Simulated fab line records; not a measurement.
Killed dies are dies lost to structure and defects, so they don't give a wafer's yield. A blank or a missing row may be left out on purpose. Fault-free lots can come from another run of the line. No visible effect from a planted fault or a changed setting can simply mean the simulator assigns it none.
fab line records	flow sky130
record: lots: 6	wafers: 17	lastDay: 50
route steps=708 shown VIA1@472 METAL2@483
lots untouched by any fault: they come from a run of this same line in which no faults occurred
startH: start of the lot's first displayed wafer, in hours after the record's first day	waitH: hours since the lot's step before	" unchanged from the row above	L1.1+2: one row covering several wafers at once	- either no value or no given start	* or withheld: withheld	< > ~ a bound
route shown NAME@n: names a module that has steps shown in the file, with the first one's number in the route	usual: average and standard deviation across the fault-free wafers	same: alike in all rows	chamber/n: place in a boat	sites: each site's reading	_std_site: the standard deviation of these	_edge_site: inner sites' mean taken away from outer sites' mean	radiusMm: how far each site lies from the wafer's centre	mask NAME#n: copy n	behind: tool/chamber where the wafer was last shaped	hold: reason for holding the lot/hours on hold/outcome of the hold	device: transistor that didn't switch, given as n, p or np	end of line: at the end of the route, the tests of the same wafers	a step with no rows: only its recipe	killed: dies that structure and defects cost at the first sort, which is not the same as the wafer's yield	map: dies across one wafer; x = killed, . = not, _ = none there
set.NAME: the run value of the setting; set.NAME@STEP: its run value at that earlier step	model.NAME: the simulator's own value behind a step, which no gauge read
lots at selected steps of the route; one table per step, one row per wafer
services: the hour from which a tool's chamber was out of use, counted from the record's first day as startH (under 0 if before that day), plus the number of hours and why
== steps ==
step: SKY_VIA1_ETCH_14
recipe: chemistry: N2/H2	target: BARC	ionEnergyEv: 200	sourceW: 500	biasW: 100	pressureMtorr: 30	n2FlowSccm: 100	h2FlowSccm: 200	stopOn: SiO2	timeS: 45.9	targetDepthA: 600
usual: drypumpMotorCurrentA: 5.6/0.46	oesProductAu: 0.854/0.0049	throttleValvePct: 13.226/0.0092
lot.wafer	tool	chamber	startH	waitH	drypumpMotorCurrentA	oesProductAu	rfHoursCounterH	throttleValvePct
L847.2	rieDiel-04	0	795.97	0.0	5.0	0.851	6	13.240
L847.3	"	1	"	"	5.8	0.857	9	13.209
L847.4	"	3	"	"	5.2	0.856	11	13.221
L852.1	rieDiel-04	0	828.76	0.0	5.0	0.856	7	13.219
L852.2	"	1	"	"	5.8	0.847	10	13.229
L852.4	"	3	"	"	5.2	0.859	12	13.222
L853.1	rieDiel-03	1	839.41	0.0	5.3	0.853	8	13.221
L853.6	"	0	"	"	5.2	0.851	-	13.223
L865.1	rieDiel-04	0	945.96	0.0	5.0	0.855	11	13.235
L865.2	"	3	"	"	5.2	0.853	14	13.242
L865.6	"	0	"	"	5.0	0.848	-	13.233
L868.2	rieDiel-03	0	950.41	0.0	5.2	0.857	27	13.211
L868.3	"	3	"	"	5.3	0.861	27	13.228
L868.6	"	2	"	"	5.1	0.855	-	13.234
L869.1	rieDiel-04	1	957.46	0.0	5.8	0.850	14	13.237
L869.3	"	2	"	"	5.6	0.853	14	13.226
L869.6	"	2	"	"	5.6	0.851	-	13.224
step: SKY_VIA1_ETCH_15
recipe: target: SiO2	chemistry: C4F8/O2/Ar	targetDepthNm: 351	stopOn: TiN	maskMaterial: KrF-thick	sourceW: 1500	biasW: 1200	pressureMtorr: 40	c4f8FlowSccm: withheld	O2_flow_sccm: 6	Ar_flow_sccm: 300	timeS: 54
usual: oesProductAu: 0.982/0.0056
lot.wafer	tool	chamber	startH	waitH	oesProductAu	rfHoursCounterH
L847.2	rieDiel-04	0	796.01	0.0	0.967	6
L847.3	"	1	"	"	0.985	9
L847.4	"	3	"	"	0.978	11
L852.1	rieDiel-04	0	828.80	0.0	0.978	7
L852.2	"	1	"	"	0.982	10
L852.4	"	3	"	"	0.989	12
L853.1	rieDiel-03	1	839.45	0.0	0.977	8
L853.6	"	0	"	"	0.984	-
L865.1	rieDiel-04	0	946.00	0.0	0.981	11
L865.2	"	3	"	"	0.986	14
L865.6	"	0	"	"	0.978	-
L868.2	rieDiel-03	0	950.45	0.0	0.983	27
L868.3	"	3	"	"	0.986	27
L868.6	"	2	"	"	0.981	-
L869.1	rieDiel-04	1	957.50	0.0	0.993	14
L869.3	"	2	"	"	0.990	14
L869.6	"	2	"	"	0.979	-
step: SKY_VIA1_STRIP_16
recipe: chemistry: O2/N2	powerW: 1400	pressureMtorr: 1500	platenTempC: withheld	o2FlowSccm: 3000	n2FlowSccm: 300	overashFraction: 0.5
step: SKY_VIA1_STRIP_17
recipe: chemistry: postEtchResidueRemover	timeS: 1200	tempC: 72.5
step: SKY_VIA1_CLEAN_18
recipe: chemistry: IPA	timeS: 180	tempC: 25
step: SKY_VIA1_CLEAN_19
recipe: chemistry: O3/DIW	dry: n2Spin
step: SKY_VIA1_SPUTTER_20
recipe: material: TiN	targetThkNm: 20	chamberPressurePa: 5	powerW: 4000	timeS: 80
usual: chamberPressurePa: 5.001/0.011	throttleValvePct: 30.2/0.5
lot.wafer	tool	chamber	startH	waitH	chamberPressurePa	throttleValvePct
L847.2	pvdSputter-01	-	796.66	0.0	5.008	31.0
L847.3	"	-	"	"	5.001	29.9
L847.4	"	-	"	"	5.010	29.6
L852.1	pvdSputter-01	-	829.44	0.0	4.981	31.2
L852.2	"	-	"	"	5.001	30.2
L852.4	"	-	"	"	4.998	30.0
L853.1	pvdSputter-01	-	840.09	0.0	5.009	29.8
L853.6	"	-	"	"	4.984	30.2
L865.1	pvdSputter-01	-	946.70	0.0	4.985	30.1
L865.2	"	-	"	"	5.005	29.8
L865.6	"	-	"	"	4.991	30.0
L868.2	pvdSputter-01	-	951.11	0.0	4.999	30.1
L868.3	"	-	"	"	4.994	30.1
L868.6	"	-	"	"	5.002	30.9
L869.1	pvdSputter-02	-	958.14	0.0	4.978	29.1
L869.3	"	-	"	"	5.002	29.9
L869.6	"	-	"	"	4.976	29.4
step: SKY_VIA1_CVD_21
recipe: material: W	targetThkNm: 270	timeS: 80.902	tempC: 400	pressureTorr: 40
usual: heaterPowerOuterW: 554/37	heaterPowerW: 938/100
lot.wafer	tool	chamber	startH	waitH	heaterPowerOuterW	heaterPowerW
L847.2	cvdW-01	1	796.72	0.0	520	887
L847.3	"	0	"	"	570	878
L847.4	"	1	"	"	522	893
L852.1	cvdW-02	1	829.50	0.0	569	879
L852.2	"	0	"	"	587	1056
L852.4	"	1	"	"	567	878
L853.1	cvdW-02	1	840.15	0.0	561	873
L853.6	"	1	"	"	575	887
L865.1	cvdW-02	1	946.76	0.0	569	871
L865.2	"	0	"	"	589	1083
L865.6	"	0	"	"	583	1104
L868.2	cvdW-02	1	951.17	0.0	561	873
L868.3	"	1	"	"	551	879
L868.6	"	0	"	"	579	1060
L869.1	cvdW-02	0	958.20	0.0	586	1075
L869.3	"	0	"	"	592	1063
L869.6	"	1	"	"	577	890
step: SKY_VIA1_RS_MEAS_22
recipe: thkMeasGauge: four-point-probe	reads: W_of_VIA1_CVD_21+TiN_of_VIA1_SPUTTER_20
usual: VIA1_W_RS: 0.426/0.0066
lot.wafer	tool	chamber	startH	waitH	VIA1_W_RS[ohm/sq]
L847.2	filmMetro-02	-	796.83	0.1	0.439
L847.3	"	-	"	"	0.423
L847.4	"	-	"	"	0.438
L852.1	filmMetro-02	-	829.59	0.1	0.421
L852.2	"	-	"	"	0.430
L852.4	"	-	"	"	0.421
L853.1	filmMetro-03	-	840.24	0.1	0.418
L853.6	"	-	"	"	0.424
L865.1	filmMetro-02	-	946.86	0.1	0.419
L865.2	"	-	"	"	0.418
L865.6	"	-	"	"	0.423
L868.2	filmMetro-03	-	951.28	0.1	0.420
L868.3	"	-	"	"	0.421
L868.6	"	-	"	"	0.422
L869.1	filmMetro-02	-	958.30	0.1	0.424
L869.3	"	-	"	"	0.421
L869.6	"	-	"	"	0.428
step: SKY_VIA1_THK_MEAS_23
recipe: thkMeasGauge: xrf	reads: W_of_VIA1_CVD_21
usual: VIA1_W_THK: 262/4.3
lot.wafer	tool	chamber	startH	waitH	VIA1_W_THK[nm]
L847.2	filmMetro-02	-	796.94	0.1	254
L847.3	"	-	"	"	265
L847.4	"	-	"	"	255
L852.1	filmMetro-02	-	829.71	0.1	269
L852.2	"	-	"	"	262
L852.4	"	-	"	"	269
L853.1	filmMetro-03	-	840.36	0.1	265
L853.6	"	-	"	"	262
L865.1	filmMetro-02	-	946.98	0.1	263
L865.2	"	-	"	"	267
L865.6	"	-	"	"	262
L868.2	filmMetro-03	-	951.39	0.1	264
L868.3	"	-	"	"	265
L868.6	"	-	"	"	264
L869.1	filmMetro-02	-	958.42	0.1	262
L869.3	"	-	"	"	263
L869.6	"	-	"	"	258
step: SKY_VIA1_CMP_24
recipe: stopOn: SiO2	tOverpolishS: 15	downForcePsi: 3.5	platenRpm: 60	targetThkNm: 0	padVelocityMS: 0.94248
step: SKY_METAL2_SPUTTER_00
recipe: material: Ti	targetThkNm: 15	powerW: 3000	timeS: 10	chamberPressurePa: 0.4
step: SKY_METAL2_SPUTTER_01
recipe: material: TiN	targetThkNm: 20	powerW: 6500	timeS: 16.7	chamberPressurePa: 0.4
usual: chamberPressurePa: 0.4000/0.00077	throttleValvePct: 30.0/0.66
lot.wafer	tool	chamber	startH	waitH	chamberPressurePa	throttleValvePct	model.TiN_of_METAL2_SPUTTER_01.thkNm
L847.2	pvdSputter-03	-	797.36	0.0	0.4011	29.7	19.79
L847.3	"	-	"	"	0.3992	30.7	20.09
L847.4	"	-	"	"	0.4001	29.4	20.06
L852.1	pvdSputter-04	-	830.09	0.0	0.3999	29.7	25.76
L852.2	"	-	"	"	0.4007	29.2	20.39
L852.4	"	-	"	"	0.4006	31.1	20.06
L853.1	pvdSputter-04	-	840.74	0.0	0.4013	29.0	25.78
L853.6	"	-	"	"	0.3996	29.8	25.56
L865.1	pvdSputter-04	-	947.36	0.0	0.4009	28.9	19.8
L865.2	"	-	"	"	0.4005	31.0	19.33
L865.6	"	-	"	"	0.4011	29.0	19.72
L868.2	pvdSputter-01	-	951.76	0.0	0.4015	30.1	20.1
L868.3	"	-	"	"	0.4002	29.7	19.51
L868.6	"	-	"	"	0.3993	31.2	19.45
L869.1	pvdSputter-04	-	958.80	0.0	0.3993	29.0	19.97
L869.3	"	-	"	"	0.4005	29.5	19.83
L869.6	"	-	"	"	0.3997	29.8	19.46
step: SKY_METAL2_SPUTTER_02
recipe: material: AlCu	targetThkNm: 250	powerW: 10600	timeS: 13.3	chamberPressurePa: 0.4
usual: chamberPressurePa: 0.3998/0.00082	throttleValvePct: 30.0/0.68
lot.wafer	tool	chamber	startH	waitH	chamberPressurePa	throttleValvePct
L847.2	pvdSputter-03	-	797.39	0.0	0.4006	29.4
L847.3	"	-	"	"	0.3989	30.6
L847.4	"	-	"	"	0.4005	30.0
L852.1	pvdSputter-04	-	830.12	0.0	0.3999	29.8
L852.2	"	-	"	"	0.3999	28.8
L852.4	"	-	"	"	0.3992	31.1
L853.1	pvdSputter-04	-	840.77	0.0	0.4007	29.1
L853.6	"	-	"	"	0.3997	29.7
L865.1	pvdSputter-04	-	947.38	0.0	0.3999	29.1
L865.2	"	-	"	"	0.3996	31.1
L865.6	"	-	"	"	0.4002	29.2
L868.2	pvdSputter-01	-	951.79	0.0	0.3998	30.0
L868.3	"	-	"	"	0.3991	29.6
L868.6	"	-	"	"	0.4011	31.1
L869.1	pvdSputter-04	-	958.82	0.0	0.3986	29.1
L869.3	"	-	"	"	0.3989	29.6
L869.6	"	-	"	"	0.3998	29.8
== services ==
tool	chamber	startH	hours	kind
cvdW-01	1	801.00	8.2	repair
rieDiel-04	2	821.85	2.5	repair
rieDiel-03	3	835.57	7.0	repair
pvdSputter-02	-	842.70	1.3	repair
cvdW-01	-	844.09	6.0	pm
cvdW-01	0	859.38	13.3	repair
cvdW-02	-	872.42	1.5	repair
pvdSputter-01	-	887.25	4.3	repair
cvdW-01	-	904.00	14.0	pm
cvdW-01	0	904.00	14.0	ventCycle
cvdW-01	1	904.00	14.0	ventCycle
rieDiel-03	-	917.19	15.6	repair
cvdW-01	0	918.00	-	clean
cvdW-01	1	918.00	-	clean
rieDiel-04	-	922.30	14.4	repair
== key ==
firstSign none at tools or gauges
modelEffect: step: SKY_METAL2_SPUTTER_01	value: TiN_of_METAL2_SPUTTER_01.thkNm	without: 19.92	struck: 25.7
metAt SKY_METAL2_SPUTTER_01
struckWafers L852.1,L853.1,L853.6
sortLeftOut L853.1,L853.6
fault: kind: processParameterDrift	tool: pvdSputter-04	chamber: -	onsetH: 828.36	steps: SKY_METAL2_SPUTTER_01	channel: timeS	offset: *	shape: step	endH: 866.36	scope: struckWafersOnly	actsIn: *	stated: *
sortLeftOut: the simulated sort isn't trusted on such a fault, so these wafers' sort isn't shown, and their yield isn't known
